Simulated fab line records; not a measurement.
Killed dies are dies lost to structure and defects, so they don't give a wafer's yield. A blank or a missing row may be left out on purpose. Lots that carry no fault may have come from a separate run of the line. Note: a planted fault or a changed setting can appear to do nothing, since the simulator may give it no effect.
A struck lot beside a sound one    flow gf180mcu    17 out of 602 route steps
Sound: these wafers, L923.1, L923.4, L923.6. Wafers struck: L930.2, L930.5, L930.6. The cause comes at the end.
For every step that has rows: the tool of each side, followed by ch and its chambers, followed by its first start. Under that, the readings that differ: sound wafers    struck wafers    difference of the means    sigmas: that difference in standard deviations of wafers without a fault.
alike: words and numbers the same on both sides, and readings whose means are apart by under 2 such deviations; not compared: readings that were withheld, readings missing a value for some wafer, numbers with overlapping values and no deviation given by the record, and bounds like >300 which may hide the same value.
Wherever a step has rows on one side only, a row that says differs or no value, or a row with sigmas, the two part there. Non-overlapping numbers with no deviation appear without sigmas and do not part them. A reading that every wafer of one side lacks parts them only if that side has two wafers or more.

first, 4 steps without rows for these wafers: GF_VT_IMPLANT_SOFTBAKE_14 (time 60 s); GF_VT_IMPLANT_EXPOSE_15 (exposes mask Nwell LV AREA, target cd 860 nm); GF_VT_IMPLANT_PEB_16; GF_VT_IMPLANT_DEVELOP_17 (develop time 60 s).
GF_VT_IMPLANT_OVL_MEAS_18:
  sound on overlay-01, day 8 17:21; struck on overlay-02, day 10 09:26
  alike: VT_IMPLANT_01_OVL
after that, 1 step had no rows for these wafers: GF_VT_IMPLANT_IMPLANT_19.
GF_VT_IMPLANT_STRIP_20: strips in O2/N2.
  sound on plasma asher-02 ch 0,1, day 8 17:32; struck on plasma asher-03 ch 0,1, day 10 09:37
reading                       sound              struck             difference  sigmas
strip time to endpoint s (s)  12.60 12.62 12.59  12.65 12.68 12.70  +0.07       +2
  alike: drypump motor current A, heater power w, oes product au
  not compared: rf hours counter h
GF_VT_IMPLANT_TW_MEAS_21:
  sound on film metro-03, day 8 17:38; struck on film metro-02, day 10 09:44
  alike: VT_IMPLANT_2_TW
then, 4 steps without rows for these wafers: GF_VT_IMPLANT_DEHYDRATE_22 (time 60 s); GF_VT_IMPLANT_HMDS_23 (prime time 60 s); GF_VT_IMPLANT_COAT_24 (resist thk 1000 nm); GF_VT_IMPLANT_SOFTBAKE_25 (time 60 s).
GF_VT_IMPLANT_EXPOSE_26: exposes mask LVPWELL HV AREA, target cd 860 nm.
  sound on iline stepper-01 ch 0, day 9 01:59; struck on iline stepper-02 ch 0, day 10 18:19
reading                             sound                    struck       difference  sigmas
model.VT_IMPLANT.overlay x nm (nm)  -0.3045 -0.3045 -0.3045  292 292 292  +292        
  alike: mask
then, 2 steps without rows for these wafers: GF_VT_IMPLANT_PEB_27; GF_VT_IMPLANT_DEVELOP_28 (develop time 60 s).
GF_VT_IMPLANT_OVL_MEAS_29:
  sound on overlay-02, day 9 10:29; struck on overlay-02, day 11 03:08
reading                 sound           struck             difference  sigmas
VT_IMPLANT_02_OVL (nm)  -0.5 -1.4 -0.3  291.3 292.7 291.3  +292.5      +99 or more
  not compared: hold
GF_PASSIVATION_PROBE_99:
  rows exist in the record for the sound wafers here (prober-01, day 31 20:53), none for the struck ones

WHERE THEY PART
Last at GF_PASSIVATION_PROBE_99 as far as this record goes, first at GF_VT_IMPLANT_STRIP_20.

WHY: whatever the simulator had introduced
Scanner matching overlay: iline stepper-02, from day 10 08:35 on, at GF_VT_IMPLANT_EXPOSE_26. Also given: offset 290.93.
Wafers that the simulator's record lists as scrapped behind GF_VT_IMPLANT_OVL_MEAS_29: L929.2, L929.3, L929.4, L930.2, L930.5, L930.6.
